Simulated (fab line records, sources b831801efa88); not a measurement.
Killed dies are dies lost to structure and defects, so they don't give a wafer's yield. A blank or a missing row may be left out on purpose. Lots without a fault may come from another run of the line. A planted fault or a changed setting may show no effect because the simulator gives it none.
A struck lot beside a sound one | flow sky130 | 14 steps out of a route of 708
Sound: wafers L846.1, L846.2, L846.5. Struck: wafers L849.1, L849.3, L849.4. The cause comes at the end.
At each step with rows: each side's tool, then ch and its chambers, then its first start. Under that, the readings that differ: sound wafers | struck wafers | difference of the means | sigmas: that difference in standard deviations of wafers without a fault.
alike: readings whose means differ by less than 2 such deviations, and words and numbers that are the same on both sides. not compared: withheld readings, readings that some wafer has no value for, bounds like >300 that may hide the same value, and numbers for which the record gives no deviation and whose values overlap.
The two part at a step that has a row with sigmas, a row that says differs or no value, or rows on one side only. Numbers that don't overlap but have no deviation are shown without sigmas and don't part them. A reading that every wafer of one side lacks parts them only if that side has two wafers or more.

first, 4 steps without rows for these wafers: SKY_VT_ADJUST_LVTN_SOFTBAKE_14 (time 60 s); SKY_VT_ADJUST_LVTN_EXPOSE_15 (exposes mask HVN STD DERIVED, target cd 600 nm); SKY_VT_ADJUST_LVTN_PEB_16; SKY_VT_ADJUST_LVTN_DEVELOP_17 (develop time 60 s).
SKY_VT_ADJUST_LVTN_OVL_MEAS_18:
  sound on overlay-02, day 8 15:09; struck on overlay-01, day 9 13:25
  alike: VT_ADJUST_LVTN_01_OVL
then, 1 step without rows for these wafers: SKY_VT_ADJUST_LVTN_IMPLANT_19.
SKY_VT_ADJUST_LVTN_STRIP_20: strips in O2/N2.
  sound on plasma_asher-04 ch 0,1, day 8 15:29; struck on plasma_asher-02 ch 0,1, day 9 13:36
  alike: chamber_pressure_mTorr, drypump_motor_current_A, oes_product_au, strip_time_to_endpoint_s
  not compared: rf_hours_counter_h
SKY_VT_ADJUST_LVTN_TW_MEAS_21:
  sound on film_metro-04, day 8 15:35; struck on film_metro-04, day 9 13:42
  alike: VT_ADJUST_LVTN_2_TW
then, 4 steps without rows for these wafers: SKY_VT_ADJUST_NCORE_DEHYDRATE_00 (time 60 s); SKY_VT_ADJUST_NCORE_HMDS_01 (prime time 60 s); SKY_VT_ADJUST_NCORE_COAT_02 (resist thk 1140 nm); SKY_VT_ADJUST_NCORE_SOFTBAKE_03 (time 60 s).
SKY_VT_ADJUST_NCORE_EXPOSE_04: exposes mask LVTN COMPLEMENT THIN, target cd 380 nm.
  sound on iline_stepper-02 ch 0, day 9 02:09; struck on iline_stepper-02, day 10 00:40
  no value came back on the struck wafers for exposure_dose_mJ_cm2, focus_offset_nm (nm); on the sound wafers exposure_dose_mJ_cm2 reads 138.89 138.99 139.04
  alike: mask
then, 1 step without rows for these wafers: SKY_VT_ADJUST_NCORE_PEB_05.

WHERE THEY PART
Only at SKY_VT_ADJUST_NCORE_EXPOSE_04, within this record.

WHY: what the simulator had put in
Skipped step whole: iline_stepper-02, from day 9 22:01 on, at SKY_VT_ADJUST_NCORE_EXPOSE_04. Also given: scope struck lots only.
